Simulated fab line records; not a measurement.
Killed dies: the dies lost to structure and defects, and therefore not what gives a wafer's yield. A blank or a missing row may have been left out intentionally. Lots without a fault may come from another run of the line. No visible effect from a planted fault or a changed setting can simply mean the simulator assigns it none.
Comparing a struck lot with a sound one :: flow sky130 :: 14 steps out of a route of 708
Sound: the wafers L174.1, L174.2, L174.4. Struck: wafer L182.6 (L182.1, L182.5, from the same lot, were not struck and are left out); the cause is given at the end.
Per side, at each step with rows, come the tool, then ch with its chambers, and then its first start. Under that, the readings that differ: sound wafers :: struck wafers :: difference of the means :: sigmas: that difference in standard deviations of wafers without a fault.
alike: words and numbers the same on both sides, and readings whose means are apart by under 2 such deviations; not compared: readings that were withheld, readings missing a value for some wafer, numbers with overlapping values and no deviation given by the record, and bounds like >300 which may hide the same value.
A row with sigmas, a row that says differs or no value, or rows on one side alone: a step with any of these is where the two part. When numbers do not overlap yet have no deviation, they are printed without sigmas and do not part them. A reading missing from all wafers of one side parts the sides only when that side holds two or more wafers.

SKY_VIA2_CD_MEAS_12 targets a cd of 200 nm.
  sound: cd_sem-01 at day 37 17:13; struck: cd_sem-02 at day 40 10:05
  alike: cd_nm
SKY_VIA2_OVL_MEAS_13:
  sound: overlay-02 at day 37 17:20; struck: overlay-01 at day 40 10:12
  alike: VIA2_OVL
then, 1 step without rows for these wafers: SKY_VIA2_ETCH_14 (etches BARC in N2/H2, stops on SiO2, time 45.9 s, target depth 60 nm).
SKY_VIA2_ETCH_15: etches SiO2 in C4F8/O2/Ar, stops on TiN, target depth 546 nm, time 84 s.
  sound on rie_diel-01 ch 2,3, day 37 17:25; struck on rie_diel-01 ch 3, day 40 10:17
  alike: oes_product_au, rf_fwd_power_W
SKY_VIA2_STRIP_16: strips in O2/N2.
  sound on plasma_asher-04 ch 0,1, day 37 17:28; struck on plasma_asher-01 ch 1, day 40 10:20
reading: oes_product_au (a.u.)
sound: 0.401 0.402 0.402
struck: 0.386
difference: -0.016
sigmas: -4
  alike: drypump_motor_current_A, o2_flow_sccm, strip_time_to_endpoint_s
  not compared: rf_hours_counter_h
then, 3 steps without rows for these wafers: SKY_VIA2_STRIP_17 (strips in post etch residue remover, time 1200 s); SKY_VIA2_CLEAN_18 (cleans in IPA, time 180 s); SKY_VIA2_CLEAN_19 (cleans in O3/DIW).
SKY_VIA2_SPUTTER_20: material TiN, target thk 20 nm, time 80 s.
  sound: pvd_sputter-01 at day 37 18:04; struck: pvd_sputter-01 at day 40 10:56
  alike: throttle_valve_pct
SKY_VIA2_CVD_21: deposits W, target thk 420 nm, time 126.4 s.
  sound on cvd_w-02 ch 0,1, day 37 18:07; struck on cvd_w-01 ch 0, day 40 11:00
  alike: heater_power_w
SKY_VIA2_RS_MEAS_22: the measuring method here is four-point-probe.
  sound: film_metro-03 at day 37 18:15; struck: film_metro-04 at day 40 11:08
  alike: VIA2_W_RS
SKY_VIA2_THK_MEAS_23: measures by xrf.
  sound: film_metro-03 at day 37 18:22; struck: film_metro-04 at day 40 11:15
  alike: VIA2_W_THK
SKY_VIA2_CMP_24: polishes, stops on SiO2, t overpolish 20 s, target thk 0 nm.
  sound on cmp-02 ch 0,1,3, day 37 18:26; struck on cmp-01 ch 1, day 40 11:22
reading: overpolish_run_s (s)
sound: 19.992 20.000 19.989
struck: 0.042
difference: -19.952
sigmas: -99 or more

reading: time_to_endpoint_s (s)
sound: 94 92 98
struck: 157
difference: +62
sigmas: +14
  alike: motor_current_A
SKY_METAL3_SPUTTER_00: material Ti, target thk 15 nm, time 10 s.
  the record holds rows for the sound wafers here (pvd_sputter-02, day 37 18:44) but none for the struck ones

== WHERE THEY PART ==
At SKY_VIA2_STRIP_16 first; at SKY_METAL3_SPUTTER_00 last (within this record only).

WHY: what had been put in by the simulator
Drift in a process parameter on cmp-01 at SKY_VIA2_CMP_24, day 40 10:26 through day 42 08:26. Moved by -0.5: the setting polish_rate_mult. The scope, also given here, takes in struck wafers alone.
